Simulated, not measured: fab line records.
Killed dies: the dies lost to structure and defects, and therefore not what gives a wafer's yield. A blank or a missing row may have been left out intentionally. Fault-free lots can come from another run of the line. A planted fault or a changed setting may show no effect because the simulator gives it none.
fab line records -- flow sfqLine
[record] lots = 14, wafers = 42, lastDay = 95
route steps=325 shown I3@135 R5@213
lots that met no fault: taken from a fault-free run of the same line
startH: hours from the record's opening day to when the first of the lot's shown wafers began -- waitH: hours since the lot's step before -- " the same as in the row above -- L1.1+2: a row that stands for several wafers -- - no value present, or no start provided -- * or withheld: withheld -- < > ~ a bound
route shown NAME@n: NAME is a module with steps in the file, n the number in the route of the first one -- usual: the fault-free wafers' mean and standard deviation -- same: alike in all rows -- chamber/n: place in a boat -- sites: per-site readings -- _std_site: their standard deviation -- _edge_site: inner sites' mean taken away from outer sites' mean -- radiusMm: for every site, how far away it sits from the centre of the wafer -- mask NAME#n: copy n -- behind: tool/chamber where the wafer was last shaped -- hold: cause of the lot's hold/its duration in hours/its outcome -- device: which transistor (n, p or np) failed to switch -- end of line: tests of these same wafers at the route's end -- a step without rows: its recipe alone -- killed: the dies lost at the first sort to structure and to defects; this is not the yield of the wafer -- map: a wafer's dies, marking killed ones x, the rest . and places with no die _
set.NAME: the run value of the setting; set.NAME@STEP: its run value at that earlier step -- model.NAME: the simulator's own value behind a step, which no gauge read
one table for each step of the route and one row for each wafer, over a sample of lots
services: when a tool's chamber went out of use (startH, in hours from the record's first day, below 0 if earlier), for how many hours, and the reason
[[steps]]
[step SFQ_I3_BOW_MEAS_922]
[recipe] mode = bow
[usual] I3_BOW = 4/9.9
lot.wafer,tool,chamber,startH,waitH,I3_BOW[um]
L854.3,filmMetro-01,-,1055.47,1.0,-14
L854.4,filmMetro-01,-,1055.47,1.0,-13
L854.6,filmMetro-01,-,1055.47,1.0,-9
L856.1,filmMetro-02,-,1058.43,1.0,9
L856.4,filmMetro-02,-,1058.43,1.0,2
L856.6,filmMetro-02,-,1058.43,1.0,4
L858.1,filmMetro-02,-,1061.43,2.0,14
L858.3,filmMetro-02,-,1061.43,2.0,16
L858.4,filmMetro-02,-,1061.43,2.0,8
L859.4,filmMetro-01,-,1063.19,1.1,9
L859.5,filmMetro-01,-,1063.19,1.1,26
L859.6,filmMetro-01,-,1063.19,1.1,14
L860.2,filmMetro-04,-,1064.45,1.5,9
L860.4,filmMetro-04,-,1064.45,1.5,4
L860.6,filmMetro-04,-,1064.45,1.5,7
L865.1,filmMetro-01,-,1075.13,2.0,6
L865.2,filmMetro-01,-,1075.13,2.0,3
L865.6,filmMetro-01,-,1075.13,2.0,22
L866.1,filmMetro-02,-,1078.07,2.0,-2
L866.3,filmMetro-02,-,1078.07,2.0,-10
L866.4,filmMetro-02,-,1078.07,2.0,-10
L867.1,filmMetro-04,-,1078.13,1.0,22
L867.2,filmMetro-04,-,1078.13,1.0,13
L867.6,filmMetro-04,-,1078.13,1.0,9
L869.1,filmMetro-02,-,1081.13,2.5,-5
L869.2,filmMetro-02,-,1081.13,2.5,-7
L869.6,filmMetro-02,-,1081.13,2.5,-10
L870.2,filmMetro-04,-,1084.09,1.0,6
L870.3,filmMetro-04,-,1084.09,1.0,1
L870.4,filmMetro-04,-,1084.09,1.0,-12
L873.2,filmMetro-04,-,1087.15,2.5,-1
L873.4,filmMetro-04,-,1087.15,2.5,-2
L873.6,filmMetro-04,-,1087.15,2.5,4
L874.2,filmMetro-02,-,1109.09,1.0,2
L874.3,filmMetro-02,-,1109.09,1.0,10
L874.4,filmMetro-02,-,1109.09,1.0,4
L875.3,filmMetro-04,-,1112.11,2.0,-13
L875.4,filmMetro-04,-,1112.11,2.0,-14
L875.6,filmMetro-04,-,1112.11,2.0,-16
L876.1,filmMetro-02,-,1114.13,1.0,2
L876.3,filmMetro-02,-,1114.13,1.0,11
L876.6,filmMetro-02,-,1114.13,1.0,-2
[step SFQ_TRILAYER_I3_VIA_BARC_OPEN_VIA_ETCH_121]
[recipe] maskMaterial = PR, chemistry = O2, targetDepthNm = 125, target = BARC, sourceW = 500, biasW = 80, pressureMtorr = 30, timeS = 41.7
[usual] drypumpMotorCurrentA = 5.6/0.48, oesProductAu = 0.684/0.0046
[same] timeS = 41.7
lot.wafer,tool,chamber,startH,waitH,drypumpMotorCurrentA,oesProductAu,rfHoursCounterH
L854.3,rieDiel-03,3,1169.68,0.0,5.9,0.674,20
L854.4,rieDiel-03,1,1169.68,0.0,5.7,0.680,8
L854.6,rieDiel-03,0,1169.68,0.0,5.7,0.677,-
L856.1,rieDiel-04,1,1173.28,0.0,5.6,0.693,9
L856.4,rieDiel-04,3,1173.28,0.0,5.0,0.689,17
L856.6,rieDiel-04,2,1173.28,0.0,4.7,0.682,-
L858.1,rieDiel-02,0,1179.41,0.0,5.6,0.675,6
L858.3,rieDiel-02,3,1179.41,0.0,6.0,0.684,17
L858.4,rieDiel-02,1,1179.41,0.0,5.9,0.677,14
L859.4,rieDiel-03,1,1180.61,0.0,5.7,0.680,8
L859.5,rieDiel-03,1,1180.61,0.0,5.7,0.688,-
L859.6,rieDiel-03,0,1180.61,0.0,5.6,0.684,-
L860.2,rieDiel-04,1,1183.01,0.0,5.6,0.692,9
L860.4,rieDiel-04,2,1183.01,0.0,4.7,0.686,14
L860.6,rieDiel-04,0,1183.01,0.0,6.6,0.698,-
L865.1,rieDiel-03,2,1197.53,0.0,5.5,0.687,15
L865.2,rieDiel-03,1,1197.53,0.0,5.7,0.690,9
L865.6,rieDiel-03,0,1197.53,0.0,5.7,0.682,-
L866.1,rieDiel-04,0,1198.73,0.0,6.5,0.685,13
L866.3,rieDiel-04,3,1198.73,0.0,4.9,0.684,18
L866.4,rieDiel-04,0,1198.73,0.0,6.6,0.691,-
L867.1,rieDiel-02,2,1199.93,0.0,5.1,0.687,8
L867.2,rieDiel-02,3,1199.93,0.0,6.0,0.688,17
L867.6,rieDiel-02,3,1199.93,0.0,6.0,0.685,-
L869.1,rieDiel-04,2,1204.73,0.0,4.7,0.686,14
L869.2,rieDiel-04,0,1204.73,0.0,6.6,0.690,13
L869.6,rieDiel-04,0,1204.73,0.0,6.6,0.685,-
L870.2,rieDiel-02,1,1205.93,0.0,5.9,0.688,14
L870.3,rieDiel-02,0,1205.93,0.0,5.6,0.682,6
L870.4,rieDiel-02,2,1205.93,0.0,5.2,0.678,8
L873.2,rieDiel-02,2,1209.53,0.0,5.1,0.685,8
L873.4,rieDiel-02,1,1209.53,0.0,5.9,0.684,14
L873.6,rieDiel-02,0,1209.53,0.0,5.7,0.681,-
L874.2,rieDiel-04,0,1228.86,0.0,6.6,0.684,14
L874.3,rieDiel-04,2,1228.86,0.0,4.7,0.683,14
L874.4,rieDiel-04,1,1228.86,0.0,5.6,0.682,9
L875.3,rieDiel-02,3,1233.66,0.0,6.0,0.681,18
L875.4,rieDiel-02,1,1233.66,0.0,5.9,0.680,14
L875.6,rieDiel-02,0,1233.66,0.0,5.6,0.675,-
L876.1,rieDiel-03,2,1236.06,0.0,5.5,0.686,16
L876.3,rieDiel-03,3,1236.06,0.0,5.9,0.694,0
L876.6,rieDiel-03,0,1236.06,0.0,5.7,0.686,-
[step SFQ_TRILAYER_I3_VIA_STRIP_STRIP_089]
[recipe] gas = O2, powerW = 200, platenTempC = 40, overashFraction = 0.65, chemistry = O2, pressureMtorr = 50
[usual] drypumpMotorCurrentA = 5.9/0.32, oesProductAu = 1.004/0.0073
lot.wafer,tool,chamber,startH,waitH,drypumpMotorCurrentA,oesProductAu,rfHoursCounterH
L854.3,rieMetal-01,1,1170.03,-,5.4,1.009,-
L854.4,rieMetal-01,0,1170.03,-,5.8,1.001,-
L854.6,rieMetal-01,1,1170.03,-,5.4,1.016,-
L856.1,rieMetal-04,0,1173.43,-,6.2,1.015,21
L856.4,rieMetal-04,0,1173.43,-,6.2,1.016,-
L856.6,rieMetal-04,0,1173.43,-,6.2,1.020,-
L858.1,rieMetal-04,1,1179.56,-,6.1,0.999,53
L858.3,rieMetal-04,1,1179.56,-,6.1,1.010,-
L858.4,rieMetal-04,0,1179.56,-,6.2,1.006,-
L859.4,rieMetal-02,0,1180.96,-,5.4,1.009,-
L859.5,rieMetal-02,0,1180.96,-,5.4,1.014,-
L859.6,rieMetal-02,1,1180.96,-,6.3,1.011,-
L860.2,rieMetal-01,1,1183.16,-,5.4,1.007,42
L860.4,rieMetal-01,1,1183.16,-,5.5,0.997,-
L860.6,rieMetal-01,0,1183.16,-,5.8,0.991,-
L865.1,rieMetal-01,0,1197.68,-,5.8,0.986,22
L865.2,rieMetal-01,0,1197.68,-,5.8,0.989,-
L865.6,rieMetal-01,0,1197.68,-,5.8,1.001,-
L866.1,rieMetal-02,0,1198.88,-,5.4,1.000,12
L866.3,rieMetal-02,0,1198.88,-,5.4,1.005,-
L866.4,rieMetal-02,1,1198.88,-,6.2,0.989,-
L867.1,rieMetal-04,0,1200.08,-,6.2,1.004,24
L867.2,rieMetal-04,1,1200.08,-,6.1,1.006,55
L867.6,rieMetal-04,1,1200.08,-,6.0,1.015,-
L869.1,rieMetal-04,1,1204.88,-,6.1,1.005,56
L869.2,rieMetal-04,0,1204.88,-,6.2,1.001,24
L869.6,rieMetal-04,0,1204.88,-,6.2,1.008,-
L870.2,rieMetal-02,0,1206.08,-,5.4,1.010,12
L870.3,rieMetal-02,1,1206.08,-,6.3,0.997,-
L870.4,rieMetal-02,0,1206.08,-,5.4,1.002,-
L873.2,rieMetal-02,1,1209.68,-,6.2,0.995,94
L873.4,rieMetal-02,0,1209.68,-,5.4,1.001,-
L873.6,rieMetal-02,1,1209.68,-,6.2,1.002,-
L874.2,rieMetal-01,1,1229.01,-,5.5,1.005,46
L874.3,rieMetal-01,0,1229.01,-,5.9,0.998,-
L874.4,rieMetal-01,1,1229.01,-,5.5,1.001,-
L875.3,rieMetal-04,1,1234.01,-,6.1,1.007,-
L875.4,rieMetal-04,0,1234.01,-,6.2,1.011,-
L875.6,rieMetal-04,0,1234.01,-,6.2,1.014,-
L876.1,rieMetal-04,1,1236.21,-,6.0,0.997,60
L876.3,rieMetal-04,0,1236.21,-,6.2,1.006,-
L876.6,rieMetal-04,0,1236.21,-,6.2,1.002,-
[step SFQ_TRILAYER_R5_DEP_SPUTTER_133]
[recipe] material = MoNx, basePressurePa = 1.33e-06, targetThkNm = 40, powerW = 1000, timeS = 66.7, chamberPressurePa = 0.4
[usual] throttleValvePct = 30.2/1.3
lot.wafer,tool,chamber,startH,waitH,throttleValvePct
L854.3,pvdSputter-05,-,1446.17,0.0,29.9
L854.4,pvdSputter-05,-,1446.17,0.0,29.9
L854.6,pvdSputter-05,-,1446.17,0.0,29.8
L856.1,pvdSputter-05,-,1452.17,0.0,31.0
L856.4,pvdSputter-05,-,1452.17,0.0,31.3
L856.6,pvdSputter-05,-,1452.17,0.0,30.2
L858.1,pvdSputter-04,-,1459.40,0.0,30.9
L858.3,pvdSputter-04,-,1459.40,0.0,31.0
L858.4,pvdSputter-04,-,1459.40,0.0,31.2
L859.4,pvdSputter-05,-,1462.40,0.0,30.4
L859.5,pvdSputter-05,-,1462.40,0.0,31.3
L859.6,pvdSputter-05,-,1462.40,0.0,26.8
L860.2,pvdSputter-03,-,1466.90,0.0,30.3
L860.4,pvdSputter-03,-,1466.90,0.0,29.8
L860.6,pvdSputter-03,-,1466.90,0.0,28.5
L865.1,pvdSputter-04,-,1619.91,0.0,31.3
L865.2,pvdSputter-04,-,1619.91,0.0,31.3
L865.6,pvdSputter-04,-,1619.91,0.0,31.1
L866.1,pvdSputter-05,-,1623.69,0.0,26.9
L866.3,pvdSputter-05,-,1623.69,0.0,30.0
L866.4,pvdSputter-05,-,1623.69,0.0,31.3
L867.1,pvdSputter-03,-,1625.91,0.0,30.9
L867.2,pvdSputter-03,-,1625.91,0.0,29.3
L867.6,pvdSputter-03,-,1625.91,0.0,30.4
L869.1,pvdSputter-04,-,1633.24,0.0,31.5
L869.2,pvdSputter-04,-,1633.24,0.0,31.0
L869.6,pvdSputter-04,-,1633.24,0.0,31.1
L870.2,pvdSputter-05,-,1635.64,0.0,30.0
L870.3,pvdSputter-05,-,1635.64,0.0,26.7
L870.4,pvdSputter-05,-,1635.64,0.0,29.9
L873.2,pvdSputter-03,-,1742.45,0.0,29.4
L873.4,pvdSputter-03,-,1742.45,0.0,31.0
L873.6,pvdSputter-03,-,1742.45,0.0,29.4
L874.2,pvdSputter-03,-,1755.48,0.0,29.4
L874.3,pvdSputter-03,-,1755.48,0.0,28.4
L874.4,pvdSputter-03,-,1755.48,0.0,30.4
L875.3,pvdSputter-04,-,1759.12,0.0,31.1
L875.4,pvdSputter-04,-,1759.12,0.0,31.3
L875.6,pvdSputter-04,-,1759.12,0.0,31.5
L876.1,pvdSputter-05,-,1762.12,0.0,30.1
L876.3,pvdSputter-05,-,1762.12,0.0,29.8
L876.6,pvdSputter-05,-,1762.12,0.0,31.3
[step SFQ_R5_RS_MEAS_933]
[recipe] thkMeasGauge = four-point-probe, reads = Ti_of_TRILAYER_R5_DEP_SPUTTER_134+MoNx_of_TRILAYER_R5_DEP_SPUTTER_133+Ti_of_TRILAYER_R5_DEP_SPUTTER_132
[usual] R5_MONX_RS = 7.06/0.076
lot.wafer,tool,chamber,startH,waitH,R5_MONX_RS[ohm/sq]
L854.3,filmMetro-03,-,1446.28,0.0,7.05
L854.4,filmMetro-03,-,1446.28,0.0,7.08
L854.6,filmMetro-03,-,1446.28,0.0,6.98
L856.1,filmMetro-02,-,1452.24,0.0,7.08
L856.4,filmMetro-02,-,1452.24,0.0,7.09
L856.6,filmMetro-02,-,1452.24,0.0,7.10
L858.1,filmMetro-03,-,1459.47,0.0,7.17
L858.3,filmMetro-03,-,1459.47,0.0,7.13
L858.4,filmMetro-03,-,1459.47,0.0,7.09
L859.4,filmMetro-03,-,1462.53,0.1,7.13
L859.5,filmMetro-03,-,1462.53,0.1,7.06
L859.6,filmMetro-03,-,1462.53,0.1,7.03
L860.2,filmMetro-04,-,1467.00,0.0,7.07
L860.4,filmMetro-04,-,1467.00,0.0,7.04
L860.6,filmMetro-04,-,1467.00,0.0,6.96
L865.1,filmMetro-02,-,1619.99,0.0,7.00
L865.2,filmMetro-02,-,1619.99,0.0,7.09
L865.6,filmMetro-02,-,1619.99,0.0,7.02
L866.1,filmMetro-02,-,1623.76,0.0,7.04
L866.3,filmMetro-02,-,1623.76,0.0,3.98
L866.4,filmMetro-02,-,1623.76,0.0,4.01
L867.1,filmMetro-02,-,1625.99,0.0,7.13
L867.2,filmMetro-02,-,1625.99,0.0,7.17
L867.6,filmMetro-02,-,1625.99,0.0,7.16
L869.1,filmMetro-02,-,1633.31,0.0,7.01
L869.2,filmMetro-02,-,1633.31,0.0,7.08
L869.6,filmMetro-02,-,1633.31,0.0,7.15
L870.2,filmMetro-03,-,1635.73,0.0,4.02
L870.3,filmMetro-03,-,1635.73,0.0,3.98
L870.4,filmMetro-03,-,1635.73,0.0,3.98
L873.2,filmMetro-02,-,1742.55,0.0,6.99
L873.4,filmMetro-02,-,1742.55,0.0,6.93
L873.6,filmMetro-02,-,1742.55,0.0,6.99
L874.2,filmMetro-03,-,1755.57,0.0,7.07
L874.3,filmMetro-03,-,1755.57,0.0,6.98
L874.4,filmMetro-03,-,1755.57,0.0,7.11
L875.3,filmMetro-04,-,1759.24,0.0,7.09
L875.4,filmMetro-04,-,1759.24,0.0,7.05
L875.6,filmMetro-04,-,1759.24,0.0,7.04
L876.1,filmMetro-04,-,1762.20,0.0,7.09
L876.3,filmMetro-04,-,1762.20,0.0,7.10
L876.6,filmMetro-04,-,1762.20,0.0,7.17
[step SFQ_R5_THK_MEAS_934]
[recipe] thkMeasGauge = xrf, reads = MoNx_of_TRILAYER_R5_DEP_SPUTTER_133
[usual] R5_MONX_THK = 39.6/0.53
lot.wafer,tool,chamber,startH,waitH,R5_MONX_THK[nm]
L854.3,filmMetro-03,-,1446.38,0.1,39.9
L854.4,filmMetro-03,-,1446.38,0.1,39.8
L854.6,filmMetro-03,-,1446.38,0.1,39.9
L856.1,filmMetro-02,-,1452.36,0.1,39.4
L856.4,filmMetro-02,-,1452.36,0.1,39.0
L856.6,filmMetro-02,-,1452.36,0.1,39.2
L858.1,filmMetro-03,-,1459.59,0.1,38.9
L858.3,filmMetro-03,-,1459.59,0.1,39.3
L858.4,filmMetro-03,-,1459.59,0.1,39.6
L859.4,filmMetro-03,-,1462.62,0.1,39.2
L859.5,filmMetro-03,-,1462.62,0.1,39.7
L859.6,filmMetro-03,-,1462.62,0.1,39.8
L860.2,filmMetro-04,-,1467.11,0.1,39.5
L860.4,filmMetro-04,-,1467.11,0.1,39.5
L860.6,filmMetro-04,-,1467.11,0.1,39.8
L865.1,filmMetro-02,-,1620.11,0.1,39.7
L865.2,filmMetro-02,-,1620.11,0.1,39.2
L865.6,filmMetro-02,-,1620.11,0.1,39.4
L866.1,filmMetro-02,-,1623.88,0.1,39.5
L866.3,filmMetro-02,-,1623.88,0.1,71.2
L866.4,filmMetro-02,-,1623.88,0.1,70.7
L867.1,filmMetro-02,-,1626.11,0.1,38.8
L867.2,filmMetro-02,-,1626.11,0.1,38.9
L867.6,filmMetro-02,-,1626.11,0.1,38.7
L869.1,filmMetro-02,-,1633.43,0.1,39.9
L869.2,filmMetro-02,-,1633.43,0.1,39.6
L869.6,filmMetro-02,-,1633.43,0.1,39.0
L870.2,filmMetro-03,-,1635.84,0.1,71.9
L870.3,filmMetro-03,-,1635.84,0.1,72.4
L870.4,filmMetro-03,-,1635.84,0.1,72.4
L873.2,filmMetro-02,-,1742.66,0.1,39.7
L873.4,filmMetro-02,-,1742.66,0.1,40.0
L873.6,filmMetro-02,-,1742.66,0.1,39.8
L874.2,filmMetro-03,-,1755.68,0.1,39.9
L874.3,filmMetro-03,-,1755.68,0.1,40.3
L874.4,filmMetro-03,-,1755.68,0.1,39.8
L875.3,filmMetro-04,-,1759.34,0.1,39.1
L875.4,filmMetro-04,-,1759.34,0.1,39.4
L875.6,filmMetro-04,-,1759.34,0.1,39.3
L876.1,filmMetro-04,-,1762.32,0.1,39.5
L876.3,filmMetro-04,-,1762.32,0.1,39.0
L876.6,filmMetro-04,-,1762.32,0.1,38.7
[[services]]
tool,chamber,startH,hours,kind
rieMetal-04,-,1149.86,0.4,repair
rieDiel-04,-,1156.97,0.2,repair
rieDiel-02,1,1165.34,8.6,repair
pvdSputter-05,-,1188.12,9.1,repair
rieDiel-04,1,1196.85,12.1,repair
pvdSputter-05,-,1228.90,4.6,repair
rieDiel-04,1,1250.25,20.1,repair
rieMetal-04,-,1261.02,1.1,repair
rieMetal-04,-,1357.07,0.4,repair
rieDiel-02,-,1358.51,14.6,pm
rieDiel-04,-,1370.28,28.1,pm
pvdSputter-05,-,1385.84,11.1,repair
rieDiel-04,0,1406.98,3.1,repair
pvdSputter-05,-,1409.25,8.4,repair
rieDiel-04,-,1417.44,0.9,repair
rieDiel-04,1,1434.31,3.3,repair
rieDiel-04,-,1495.36,2.4,repair
pvdSputter-05,-,1516.37,7.5,repair
rieMetal-04,1,1535.69,44.0,repair
rieMetal-04,-,1545.24,0.8,repair
rieMetal-04,0,1545.38,7.4,repair
pvdSputter-05,-,1547.02,3.7,repair
pvdSputter-05,-,1737.08,4.5,repair
pvdSputter-05,-,1757.86,3.9,repair
[[key]]
[firstSign] step = SFQ_R5_RS_MEAS_933, reading = R5_MONX_RS, direction = down, sigmas = 40, usual = 7.06, struck = 3.99
[effect] step = SFQ_R5_THK_MEAS_934, reading = R5_MONX_THK, direction = up, sigmas = 61, usual = 39.6, struck = 71.7
metAt SFQ_TRILAYER_R5_DEP_SPUTTER_133
struckLots L866,L870
struckWafers L866.3,L866.4,L870.2,L870.3,L870.4
notActingAt SFQ_I3_BOW_MEAS_922,SFQ_TRILAYER_I3_VIA_BARC_OPEN_VIA_ETCH_121,SFQ_TRILAYER_I3_VIA_STRIP_STRIP_089
onsetBetween 1462.40 1623.69
[fault] kind = processParameterDrift, tool = pvdSputter-05, chamber = -, onsetH = 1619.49, steps = SFQ_TRILAYER_R5_DEP_SPUTTER_133, channel = targetThkNm, offset = 32.419, shape = step, endH = 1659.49, scope = struckWafersOnly, actsIn = theseRecipesOnly, stated = 40
